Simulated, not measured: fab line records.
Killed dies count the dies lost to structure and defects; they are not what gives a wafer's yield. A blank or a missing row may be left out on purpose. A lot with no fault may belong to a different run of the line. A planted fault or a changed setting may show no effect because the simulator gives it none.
Struck lot and sound lot, side by side ; flow gf180mcu ; 27 out of 602 route steps
Sound: the wafers L764.1, L764.4, L764.6. The struck wafers were L765.2, L765.4, L765.6. The cause is given at the end.
Order at every step that has rows: each side's tool, ch and its chambers, its first start. Under that, the readings that differ: sound wafers ; struck wafers ; difference of the means ; sigmas: that difference in standard deviations of wafers without a fault.
alike: readings with means less than 2 such deviations apart, plus words and numbers identical on both sides. not compared: withheld readings, readings lacking a value on some wafer, bounds such as >300 that could conceal the same value, and numbers that have no deviation in the record and whose values overlap.
The two part at a step that has a row with sigmas, a row that says differs or no value, or rows on one side only. Numbers that don't overlap but have no deviation are shown without sigmas and don't part them. A reading missing from all wafers of one side parts the sides only when that side holds two or more wafers.

GF_NWELL_STRIP_10: strips in O2/N2.
  sound on plasma_asher-03 ch 0,1, day 5 13:17; struck on plasma_asher-02 ch 0, day 5 13:52
  alike: chamber_pressure_mTorr, drypump_motor_current_A, heater_power_w, oes_product_au, strip_time_to_endpoint_s
  not compared: rf_hours_counter_h
GF_NWELL_TW_MEAS_11:
  sound on film_metro-03 at day 5 13:23; struck on film_metro-04 at day 5 13:58
  alike: NWELL_TW
then, 7 steps without rows for these wafers: GF_LVPWELL_DEHYDRATE_00 (time 60 s); GF_LVPWELL_HMDS_01 (prime time 60 s); GF_LVPWELL_COAT_02 (resist thk 3000 nm); GF_LVPWELL_SOFTBAKE_03; GF_LVPWELL_EXPOSE_04 (exposes mask LVPWELL, target cd 600 nm); GF_LVPWELL_PEB_05; GF_LVPWELL_DEVELOP_06 (develop time 60 s).
GF_LVPWELL_OVL_MEAS_07:
  sound on overlay-02 at day 6 03:41; struck on overlay-02 at day 6 04:26
  alike: LVPWELL_OVL
then, 2 steps without rows for these wafers: GF_LVPWELL_IMPLANT_08; GF_LVPWELL_IMPLANT_09.
GF_LVPWELL_STRIP_10: strips in O2/N2.
  sound on plasma_asher-04 ch 0,1, day 6 04:01; struck on plasma_asher-04 ch 0, day 6 04:46
  no value came back on the struck wafers for any of 5 readings (chamber_pressure_mTorr (mTorr), drypump_motor_current_A (A) and others); on the sound wafers chamber_pressure_mTorr (mTorr) reads 1499.5 1500.4 1503.9
reading;sound;struck;difference;sigmas
model.coat_of_LVPWELL_COAT_02.thk_nm (nm);0 0 0;3008 3003 3000;+3004;
  not compared: rf_hours_counter_h
GF_LVPWELL_TW_MEAS_11:
  sound on film_metro-02 at day 6 04:07; struck on film_metro-02 at day 6 04:53
  alike: LVPWELL_TW
then, 7 steps without rows for these wafers: GF_MVSD_DEHYDRATE_00 (time 60 s); GF_MVSD_HMDS_01 (prime time 60 s); GF_MVSD_COAT_02 (resist thk 3000 nm); GF_MVSD_SOFTBAKE_03; GF_MVSD_EXPOSE_04 (exposes mask MVSD, target cd 1000 nm); GF_MVSD_PEB_05; GF_MVSD_DEVELOP_06 (develop time 60 s).
GF_MVSD_OVL_MEAS_07:
  sound on overlay-02 at day 6 19:20; struck on overlay-01 at day 6 20:04
  alike: MVSD_OVL
then, 2 steps without rows for these wafers: GF_MVSD_IMPLANT_08; GF_MVSD_IMPLANT_09.
GF_MVSD_STRIP_10: strips in O2/N2.
  sound on plasma_asher-04 ch 0,1, day 6 19:41; struck on plasma_asher-04 ch 0,1, day 6 20:23
reading;sound;struck;difference;sigmas
oes_product_au (a.u.);0.722 0.721 0.730;0.731 0.744 0.747;+0.016;+4
strip_time_to_endpoint_s (s);36.97 36.93 36.93;81.42 81.52 81.34;+44.48;+99 or more
  alike: chamber_pressure_mTorr, drypump_motor_current_A, heater_power_w
  not compared: rf_hours_counter_h
GF_MVSD_TW_MEAS_11:
  sound on film_metro-04 at day 6 19:49; struck on film_metro-02 at day 6 20:30
reading;sound;struck;difference;sigmas
MVSD_TW;1589 1583 1585;29 30 30;-1556;-97
then, 1 step without rows for these wafers: GF_MVPSD_DEHYDRATE_00 (time 60 s).

== WHERE THEY PART ==
First at GF_LVPWELL_STRIP_10; last, within this record, at GF_MVSD_TW_MEAS_11.

WHY: what the simulator had put in
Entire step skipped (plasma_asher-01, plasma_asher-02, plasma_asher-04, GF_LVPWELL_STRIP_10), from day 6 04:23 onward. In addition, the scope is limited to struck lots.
